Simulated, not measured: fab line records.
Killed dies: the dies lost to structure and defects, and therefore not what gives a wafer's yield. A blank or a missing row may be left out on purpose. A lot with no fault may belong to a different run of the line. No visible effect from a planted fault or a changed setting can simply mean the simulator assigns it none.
fab line records    flow gf180mcu
[record] lots = 24  wafers = 72  lastDay = 34
route steps=602 shown V2@387 M3@415 V3@434 V4@493 V5@545
lots that met no fault: from a run of the same line without faults
startH: the number of hours between the record's first day and the start of the first shown wafer of the lot    waitH: hours since the lot's step before    " as in the row above    L1.1+2: one row covering several wafers at once    - value missing, or start not given    * or withheld: withheld    < > ~ a bound
route shown NAME@n: names a module that has steps shown in the file, with the first one's number in the route    usual: the fault-free wafers' mean and standard deviation    same: alike in all rows    chamber/n: place in a boat    sites: per-site readings    _std_site: standard deviation of those values    _edge_site: inner sites' mean taken away from outer sites' mean    radiusMm: for every site, how far away it sits from the centre of the wafer    mask NAME#n: copy n    behind: the last tool/chamber to shape the wafer    hold: what put the lot on hold/how long, in hours/how the hold closed    device: which transistor (n, p or np) failed to switch    end of line: at the end of the route, the tests of the same wafers    step lacking rows: just its recipe    killed: the dies lost at the first sort to structure and to defects; this is not the yield of the wafer    map: dies across one wafer; x = killed, . = not, _ = none there
set.NAME: setting as actually run; set.NAME@STEP: the setting as run at that earlier step    model.NAME: the simulator's own value behind a step, which no gauge read
the route's steps for a sample of lots (tables are steps, rows are wafers)
services: a tool's chamber out of use, with start hour (startH, from the record's first day; less than 0 if before it), hours out, and reason
[[steps]]
[step GF_V2_BOW_MEAS_05]
[recipe] mode = bow
[usual] V2_BOW = 98/7.3
lot.wafer  tool          chamber  startH  waitH  V2_BOW[um]
L074.1     filmMetro-03  -        430.80  0.1    101
L074.3     "             -        "       "      83
L074.6     "             -        "       "      95
L075.2     filmMetro-04  -        434.70  0.3    96
L075.4     "             -        "       "      88
L075.6     "             -        "       "      87
L076.2     filmMetro-04  -        446.43  0.2    99
L076.4     "             -        "       "      106
L076.6     "             -        "       "      105
L077.1     filmMetro-04  -        462.99  0.2    95
L077.2     "             -        "       "      102
L077.3     "             -        "       "      104
L078.2     filmMetro-04  -        469.75  0.3    100
L078.5     "             -        "       "      94
L078.6     "             -        "       "      91
L079.2     filmMetro-03  -        484.00  0.2    97
L079.3     "             -        "       "      96
L079.6     "             -        "       "      92
L080.1     filmMetro-01  -        497.39  0.2    96
L080.5     "             -        "       "      99
L080.6     "             -        "       "      91
L081.1     filmMetro-03  -        508.12  0.1    97
L081.4     "             -        "       "      92
L081.6     "             -        "       "      103
L082.1     filmMetro-01  -        527.39  0.2    94
L082.3     "             -        "       "      100
L082.5     "             -        "       "      96
L083.2     filmMetro-01  -        530.42  0.1    108
L083.4     "             -        "       "      92
L083.5     "             -        "       "      93
L084.3     filmMetro-01  -        543.42  0.2    81
L084.5     "             -        "       "      103
L084.6     "             -        "       "      87
L085.1     filmMetro-03  -        552.62  0.1    106
L085.3     "             -        "       "      104
L085.6     "             -        "       "      111
L086.1     filmMetro-03  -        553.36  0.1    105
L086.4     "             -        "       "      94
L086.5     "             -        "       "      98
L087.4     filmMetro-03  -        563.58  0.3    104
L087.5     "             -        "       "      103
L087.6     "             -        "       "      101
L088.1     filmMetro-03  -        573.84  0.1    100
L088.3     "             -        "       "      98
L088.4     "             -        "       "      92
L089.2     filmMetro-03  -        581.65  0.3    90
L089.4     "             -        "       "      87
L089.6     "             -        "       "      92
L090.2     filmMetro-04  -        583.55  0.3    86
L090.3     "             -        "       "      97
L090.4     "             -        "       "      92
L091.2     filmMetro-04  -        589.58  0.2    96
L091.4     "             -        "       "      99
L091.5     "             -        "       "      94
L092.2     filmMetro-04  -        590.45  0.1    108
L092.3     "             -        "       "      112
L092.6     "             -        "       "      106
L094.1     filmMetro-01  -        604.40  0.2    94
L094.2     "             -        "       "      101
L094.4     "             -        "       "      95
L093.1     filmMetro-01  -        609.66  0.2    117
L093.2     "             -        "       "      90
L093.5     "             -        "       "      100
L095.4     filmMetro-04  -        610.56  0.2    102
L095.5     "             -        "       "      101
L095.6     "             -        "       "      113
L096.3     filmMetro-03  -        618.19  0.3    102
L096.4     "             -        "       "      105
L096.5     "             -        "       "      103
L097.2     filmMetro-03  -        627.06  0.2    90
L097.4     "             -        "       "      89
L097.5     "             -        "       "      89
[step GF_V2_CMP_26]
[recipe] stopOn = SiO2  downForcePsi = 3.5  platenRpm = 60  tOverpolishS = 15  targetThkNm = 0  padVelocityMS = 0.94248
[usual] headPressurePsi = 3.500/0.0072  motorCurrentA = 11.2/0.97  overpolishRunS = 15.000/0.0091  timeToEndpointS = 82/3.2
lot.wafer  tool    chamber  startH  waitH  headPressurePsi  motorCurrentA  overpolishRunS  timeToEndpointS
L074.3     cmp-02  0        456.59  0.0    3.509            11.4           15.001          83
L074.1     "       3        "       "      3.502            11.6           15.008          87
L074.6     "       0        "       "      3.506            11.5           15.008          84
L075.2     cmp-02  1        460.51  0.0    3.497            12.6           15.004          81
L075.4     "       0        "       "      3.496            11.5           15.004          80
L075.6     "       2        "       "      3.500            11.3           14.998          78
L076.2     cmp-01  1        471.13  0.1    3.508            9.7            14.996          80
L076.4     "       2        "       "      3.498            10.9           15.022          84
L076.6     "       0        "       "      3.489            12.2           15.004          81
L077.2     cmp-02  1        488.49  0.0    3.500            12.1           14.996          75
L077.3     "       2        "       "      3.497            11.6           14.995          75
L077.1     "       0        "       "      3.507            11.6           14.999          77
L078.2     cmp-01  0        495.17  0.2    3.497            11.9           15.004          83
L078.6     "       1        "       "      3.495            9.1            14.992          79
L078.5     "       2        "       "      3.503            11.5           15.004          87
L079.3     cmp-01  2        509.45  0.0    3.498            11.1           14.995          86
L079.2     "       1        "       "      3.501            9.4            14.998          76
L079.6     "       2        "       "      3.505            11.4           14.984          82
L080.1     cmp-02  2        521.43  0.2    3.509            12.4           14.997          77
L080.5     "       3        "       "      3.487            10.9           15.002          81
L080.6     "       0        "       "      3.493            12.4           14.999          79
L081.1     cmp-02  3        532.18  0.1    3.507            11.2           15.006          83
L081.4     "       1        "       "      3.483            11.9           14.991          79
L081.6     "       3        "       "      3.512            11.3           14.991          85
L082.3     cmp-02  0        551.54  0.0    3.517            11.3           14.996          80
L082.1     "       1        "       "      3.506            11.7           15.005          84
L082.5     "       1        "       "      3.489            12.0           15.008          81
L083.2     cmp-01  3        554.48  0.1    3.496            9.9            15.009          85
L083.4     "       0        "       "      3.500            11.3           14.996          83
L083.5     "       2        "       "      3.492            11.3           14.991          87
L084.3     cmp-02  3        567.17  0.0    3.500            11.4           14.998          87
L084.5     "       3        "       "      3.503            11.5           15.007          86
L084.6     "       0        "       "      3.500            11.7           15.007          85
L085.1     cmp-01  0        575.89  0.1    3.497            11.5           15.002          81
L085.3     "       1        "       "      3.504            9.3            14.992          82
L085.6     "       3        "       "      3.506            9.7            14.999          79
L086.4     cmp-01  0        576.75  0.0    3.500            12.2           15.006          88
L086.1     "       2        "       "      3.508            11.0           15.000          84
L086.5     "       0        "       "      3.494            12.0           15.011          82
L087.4     cmp-02  3        586.37  0.2    3.500            11.4           15.003          82
L087.6     "       0        "       "      3.511            11.9           15.006          79
L087.5     "       1        "       "      3.487            12.1           14.994          79
L088.3     cmp-02  2        596.28  0.0    3.510            11.7           14.999          80
L088.4     "       3        "       "      3.510            11.4           14.997          86
L088.1     "       0        "       "      3.503            12.6           15.018          79
L089.4     cmp-02  2        604.74  0.1    3.496            12.0           14.986          81
L089.2     "       3        "       "      3.501            11.2           14.982          83
L089.6     "       2        "       "      3.495            11.2           15.000          77
L090.3     cmp-01  3        606.34  0.1    3.504            9.6            14.994          81
L090.2     "       0        "       "      3.491            11.9           15.005          83
L090.4     "       1        "       "      3.493            10.0           15.002          84
L091.4     cmp-02  3        612.43  0.0    3.504            11.0           14.994          86
L091.2     "       0        "       "      3.517            12.2           14.996          82
L091.5     "       3        "       "      3.488            11.5           15.005          84
L092.3     cmp-02  2        612.99  0.1    3.513            12.0           14.987          83
L092.2     "       3        "       "      3.505            11.7           14.996          91
L092.6     "       0        "       "      3.499            12.0           14.978          86
L094.2     cmp-01  0        626.84  0.0    3.494            11.2           15.011          82
L094.4     "       2        "       "      3.508            11.8           15.010          84
L094.1     "       3        "       "      3.499            9.4            15.002          81
L093.2     cmp-01  3        630.91  0.0    3.500            10.0           14.992          81
L093.1     "       2        "       "      3.493            11.2           15.013          85
L093.5     "       3        "       "      3.506            9.6            14.992          74
L095.4     cmp-02  1        631.86  0.0    3.503            11.6           15.001          79
L095.5     "       1        "       "      3.489            12.8           14.994          78
L095.6     "       2        "       "      3.477            11.6           15.004          80
L096.3     cmp-02  1        639.29  0.0    3.501            12.1           14.993          82
L096.4     "       2        "       "      3.499            12.2           14.993          82
L096.5     "       2        "       "      3.499            11.7           15.000          84
L097.2     cmp-01  0        647.96  0.0    3.498            12.0           14.989          80
L097.4     "       2        "       "      3.494            11.0           15.003          85
L097.5     "       0        "       "      3.512            11.7           14.980          82
[step GF_M3_THK_MEAS_06]
[recipe] thkMeasGauge = xrf  reads = AlCu_of_M3_SPUTTER_02
[usual] M3_ALCU_THK = 445/5.6
lot.wafer  tool          chamber  startH  waitH  M3_ALCU_THK[nm]
L074.1     filmMetro-02  -        457.23  0.1    448
L074.3     "             -        "       "      447
L074.6     "             -        "       "      443
L075.2     filmMetro-03  -        461.16  0.1    454
L075.4     "             -        "       "      453
L075.6     "             -        "       "      459
L076.2     filmMetro-02  -        471.73  0.1    448
L076.4     "             -        "       "      442
L076.6     "             -        "       "      451
L077.1     filmMetro-02  -        489.13  0.1    440
L077.2     "             -        "       "      442
L077.3     "             -        "       "      436
L078.2     filmMetro-03  -        495.67  0.1    447
L078.5     "             -        "       "      441
L078.6     "             -        "       "      446
L079.2     filmMetro-03  -        510.10  0.1    441
L079.3     "             -        "       "      452
L079.6     "             -        "       "      450
L080.1     filmMetro-03  -        521.92  0.1    449
L080.5     "             -        "       "      447
L080.6     "             -        "       "      448
L081.1     filmMetro-03  -        532.77  0.1    453
L081.4     "             -        "       "      455
L081.6     "             -        "       "      453
L082.1     filmMetro-03  -        552.18  0.1    448
L082.3     "             -        "       "      453
L082.5     "             -        "       "      442
L083.2     filmMetro-02  -        555.03  0.1    445
L083.4     "             -        "       "      447
L083.5     "             -        "       "      448
L084.3     filmMetro-03  -        567.83  0.1    442
L084.5     "             -        "       "      449
L084.6     "             -        "       "      450
L085.1     filmMetro-04  -        576.43  0.1    437
L085.3     "             -        "       "      442
L085.6     "             -        "       "      437
L086.1     filmMetro-04  -        577.39  0.1    442
L086.4     "             -        "       "      445
L086.5     "             -        "       "      444
L087.4     filmMetro-03  -        586.89  0.1    445
L087.5     "             -        "       "      450
L087.6     "             -        "       "      449
L088.1     filmMetro-02  -        596.92  0.1    445
L088.3     "             -        "       "      452
L088.4     "             -        "       "      452
L089.2     filmMetro-03  -        605.34  0.1    451
L089.4     "             -        "       "      447
L089.6     "             -        "       "      438
L090.2     filmMetro-03  -        606.94  0.1    448
L090.3     "             -        "       "      446
L090.4     "             -        "       "      450
L091.2     filmMetro-03  -        613.08  0.1    445
L091.4     "             -        "       "      448
L091.5     "             -        "       "      449
L092.2     filmMetro-04  -        613.54  0.1    442
L092.3     "             -        "       "      438
L092.6     "             -        "       "      435
L094.1     filmMetro-02  -        627.48  0.1    444
L094.2     "             -        "       "      449
L094.4     "             -        "       "      439
L093.1     filmMetro-03  -        631.55  0.1    451
L093.2     "             -        "       "      442
L093.5     "             -        "       "      442
L095.4     filmMetro-04  -        632.53  0.1    433
L095.5     "             -        "       "      435
L095.6     "             -        "       "      432
L096.3     filmMetro-04  -        639.95  0.1    445
L096.4     "             -        "       "      441
L096.5     "             -        "       "      439
L097.2     filmMetro-02  -        648.66  0.1    446
L097.4     "             -        "       "      451
L097.5     "             -        "       "      450
[step GF_V3_BOW_MEAS_05]
[recipe] mode = bow
[usual] V3_BOW = 114/7.9
lot.wafer  tool          chamber  startH  waitH  V3_BOW[um]
L074.1     filmMetro-04  -        482.59  0.2    121
L074.3     "             -        "       "      102
L074.6     "             -        "       "      115
L075.2     filmMetro-02  -        486.40  0.1    114
L075.4     "             -        "       "      106
L075.6     "             -        "       "      105
L076.2     filmMetro-04  -        496.86  0.2    116
L076.4     "             -        "       "      124
L076.6     "             -        "       "      123
L077.1     filmMetro-01  -        514.47  0.2    115
L077.2     "             -        "       "      123
L077.3     "             -        "       "      124
L078.2     filmMetro-04  -        520.39  0.2    117
L078.5     "             -        "       "      110
L078.6     "             -        "       "      106
L079.2     filmMetro-04  -        533.93  0.2    117
L079.3     "             -        "       "      116
L079.6     "             -        "       "      111
L080.1     filmMetro-01  -        545.98  0.1    110
L080.5     "             -        "       "      113
L080.6     "             -        "       "      106
L081.1     filmMetro-01  -        557.18  0.2    112
L081.4     "             -        "       "      105
L081.6     "             -        "       "      117
L082.1     filmMetro-04  -        575.25  0.1    110
L082.3     "             -        "       "      115
L082.5     "             -        "       "      114
L083.2     filmMetro-04  -        580.10  0.2    120
L083.4     "             -        "       "      102
L083.5     "             -        "       "      105
L084.3     filmMetro-02  -        590.22  0.2    96
L084.5     "             -        "       "      118
L084.6     "             -        "       "      101
L085.1     filmMetro-02  -        598.85  0.2    121
L085.3     "             -        "       "      120
L085.6     "             -        "       "      126
L086.1     filmMetro-01  -        599.85  0.2    122
L086.4     "             -        "       "      111
L086.5     "             -        "       "      116
L087.4     filmMetro-02  -        609.26  0.3    119
L087.5     "             -        "       "      118
L087.6     "             -        "       "      115
L088.1     filmMetro-04  -        621.79  0.1    122
L088.3     "             -        "       "      119
L088.4     "             -        "       "      112
L089.2     filmMetro-02  -        627.56  0.1    105
L089.4     "             -        "       "      100
L089.6     "             -        "       "      106
L090.2     filmMetro-02  -        628.91  0.2    104
L090.3     "             -        "       "      114
L090.4     "             -        "       "      110
L091.2     filmMetro-04  -        635.11  0.2    110
L091.4     "             -        "       "      114
L091.5     "             -        "       "      107
L092.2     filmMetro-01  -        635.20  0.2    125
L092.3     "             -        "       "      130
L092.6     "             -        "       "      125
L094.1     filmMetro-02  -        648.83  0.1    106
L094.2     "             -        "       "      112
L094.4     "             -        "       "      109
L093.1     filmMetro-02  -        653.44  0.2    134
L093.2     "             -        "       "      108
L093.5     "             -        "       "      116
L095.4     filmMetro-01  -        653.99  0.2    118
L095.5     "             -        "       "      116
L095.6     "             -        "       "      128
L096.3     filmMetro-04  -        660.71  0.2    117
L096.4     "             -        "       "      123
L096.5     "             -        "       "      120
L097.2     filmMetro-01  -        669.47  0.2    103
L097.4     "             -        "       "      102
L097.5     "             -        "       "      99
[step GF_V4_ETCH_17]
[recipe] chemistry = C4F8/O2/Ar  maskMaterial = KrF  target = SiO2  stopOn = TiN  sourceW = 1500  biasW = 1200  pressureMtorr = 40  c4f8FlowSccm = withheld  O2_flow_sccm = 6  Ar_flow_sccm = 300  timeS = withheld  targetDepthA = 6300
[usual] oesProductAu = 0.855/0.0043
lot.wafer  tool        chamber  startH  waitH  oesProductAu
L074.1     rieDiel-01  3        -       -      0.859
L074.3     "           0        "       "      0.860
L074.6     "           3        "       "      0.865
L075.2     rieDiel-01  2        -       -      0.858
L075.4     "           2        "       "      0.854
L075.6     "           3        "       "      0.860
L076.2     rieDiel-03  2        -       -      0.857
L076.4     "           0        "       "      0.858
L076.6     "           2        "       "      0.852
L077.1     rieDiel-04  1        -       -      0.852
L077.2     "           0        "       "      0.851
L077.3     "           3        "       "      0.852
L078.2     rieDiel-03  0        -       -      0.856
L078.5     "           1        "       "      0.855
L078.6     "           3        "       "      0.851
L079.2     rieDiel-01  2        -       -      0.863
L079.3     "           3        "       "      0.848
L079.6     "           0        "       "      0.856
L080.1     rieDiel-01  0        -       -      0.855
L080.5     "           2        "       "      0.852
L080.6     "           3        "       "      0.853
L081.1     rieDiel-01  0        -       -      0.850
L081.4     "           2        "       "      0.848
L081.6     "           2        "       "      0.858
L082.1     rieDiel-04  0        -       -      0.850
L082.3     "           1        "       "      0.854
L082.5     "           3        "       "      0.855
L083.2     rieDiel-04  3        -       -      0.860
L083.4     "           0        "       "      0.858
L083.5     "           1        "       "      0.846
L084.3     rieDiel-04  1        -       -      0.858
L084.5     "           3        "       "      0.851
L084.6     "           0        "       "      0.852
L085.1     rieDiel-01  2        -       -      0.865
L085.3     "           1        "       "      0.852
L085.6     "           0        "       "      0.856
L086.1     rieDiel-03  3        -       -      0.856
L086.4     "           2        "       "      0.855
L086.5     "           2        "       "      0.850
L087.4     rieDiel-03  2        -       -      0.857
L087.5     "           1        "       "      0.857
L087.6     "           0        "       "      0.855
L088.1     rieDiel-01  1        -       -      0.859
L088.3     "           3        "       "      0.853
L088.4     "           2        "       "      0.853
L089.2     rieDiel-04  3        -       -      0.864
L089.4     "           2        "       "      0.855
L089.6     "           3        "       "      0.856
L090.2     rieDiel-04  2        -       -      0.857
L090.3     "           3        "       "      0.854
L090.4     "           2        "       "      0.856
L091.2     rieDiel-03  2        -       -      0.855
L091.4     "           1        "       "      0.853
L091.5     "           2        "       "      0.852
L092.2     rieDiel-01  2        -       -      0.859
L092.3     "           0        "       "      0.853
L092.6     "           2        "       "      0.853
L094.1     rieDiel-03  3        -       -      0.861
L094.2     "           1        "       "      0.852
L094.4     "           0        "       "      0.853
L093.1     rieDiel-01  2        -       -      0.852
L093.2     "           3        "       "      0.849
L093.5     "           2        "       "      0.853
L095.4     rieDiel-03  3        -       -      0.856
L095.5     "           1        "       "      0.849
L095.6     "           0        "       "      0.860
L096.3     rieDiel-04  3        -       -      0.849
L096.4     "           1        "       "      0.853
L096.5     "           1        "       "      0.848
L097.2     rieDiel-03  2        -       -      0.856
L097.4     "           1        "       "      0.857
L097.5     "           2        "       "      0.857
[step GF_V5_BOW_MEAS_05]
[recipe] mode = bow
[usual] V5_BOW = 132/8.4
lot.wafer  tool          chamber  startH  waitH  V5_BOW[um]
L074.1     filmMetro-01  -        602.08  0.1    136
L074.3     "             -        "       "      118
L074.6     "             -        "       "      129
L075.2     filmMetro-02  -        605.86  0.2    134
L075.4     "             -        "       "      126
L075.6     "             -        "       "      126
L076.2     filmMetro-02  -        615.16  0.3    134
L076.4     "             -        "       "      143
L076.6     "             -        "       "      140
L077.1     filmMetro-02  -        630.29  0.2    139
L077.2     "             -        "       "      147
L077.3     "             -        "       "      149
L078.2     filmMetro-04  -        634.46  0.3    135
L078.5     "             -        "       "      130
L078.6     "             -        "       "      124
L079.2     filmMetro-04  -        647.92  0.2    135
L079.3     "             -        "       "      134
L079.6     "             -        "       "      130
L080.1     filmMetro-01  -        658.12  0.2    124
L080.5     "             -        "       "      128
L080.6     "             -        "       "      121
L081.1     filmMetro-04  -        667.53  0.2    131
L081.4     "             -        "       "      124
L081.6     "             -        "       "      137
L082.1     filmMetro-04  -        683.38  0.1    131
L082.3     "             -        "       "      137
L082.5     "             -        "       "      134
L083.2     filmMetro-04  -        686.44  0.1    139
L083.4     "             -        "       "      122
L083.5     "             -        "       "      123
L084.3     filmMetro-04  -        695.71  0.2    116
L084.5     "             -        "       "      138
L084.6     "             -        "       "      119
L085.1     filmMetro-02  -        702.18  0.1    139
L085.3     "             -        "       "      137
L085.6     "             -        "       "      145
L086.1     filmMetro-04  -        705.58  0.1    141
L086.4     "             -        "       "      130
L086.5     "             -        "       "      134
L087.4     filmMetro-04  -        712.50  0.3    137
L087.5     "             -        "       "      135
L087.6     "             -        "       "      133
L088.1     filmMetro-04  -        722.73  0.2    143
L088.3     "             -        "       "      141
L088.4     "             -        "       "      135
L089.2     filmMetro-02  -        727.84  0.1    130
L089.4     "             -        "       "      124
L089.6     "             -        "       "      131
L090.2     filmMetro-02  -        730.26  0.1    121
L090.3     "             -        "       "      131
L090.4     "             -        "       "      126
L092.2     filmMetro-04  -        736.24  0.1    146
L092.3     "             -        "       "      152
L092.6     "             -        "       "      145
L091.2     filmMetro-01  -        736.25  0.2    128
L091.4     "             -        "       "      132
L091.5     "             -        "       "      125
L094.1     filmMetro-01  -        748.34  0.1    126
L094.2     "             -        "       "      135
L094.4     "             -        "       "      130
L093.1     filmMetro-04  -        751.69  0.1    149
L093.2     "             -        "       "      122
L093.5     "             -        "       "      130
L095.4     filmMetro-02  -        752.70  0.3    134
L095.5     "             -        "       "      131
L095.6     "             -        "       "      144
L096.3     filmMetro-01  -        756.65  0.3    127
L096.4     "             -        "       "      133
L096.5     "             -        "       "      132
L097.2     filmMetro-01  -        765.46  0.2    117
L097.4     "             -        "       "      116
L097.5     "             -        "       "      114
[[services]]
tool        chamber  startH  hours  kind
cmp-01      -        443.02  2.3    repair
rieDiel-04  -        444.51  1.0    repair
rieDiel-03  3        445.11  9.0    repair
rieDiel-04  0        450.01  1.3    repair
rieDiel-01  1        461.53  14.5   repair
rieDiel-03  -        461.65  28.1   pm
rieDiel-04  2        485.50  11.8   repair
rieDiel-01  -        489.35  0.2    repair
rieDiel-04  1        520.59  3.4    repair
rieDiel-01  3        529.07  2.4    repair
rieDiel-04  -        532.29  28.1   pm
cmp-01      -        532.65  5.9    repair
rieDiel-03  1        532.82  14.5   repair
cmp-02      -        572.00  4.0    pm
cmp-02      -        576.00  3.5    pm
rieDiel-01  -        589.11  0.3    repair
cmp-01      -        597.70  6.1    pm
cmp-02      -        618.41  4.5    pm
rieDiel-01  1        627.86  1.7    repair
rieDiel-04  2        636.12  24.7   repair
cmp-02      -        643.33  0.4    repair
cmp-02      -        657.66  1.4    repair
cmp-02      -        660.83  10.1   repair
cmp-02      -        676.42  0.6    repair
[[key]]
fault none
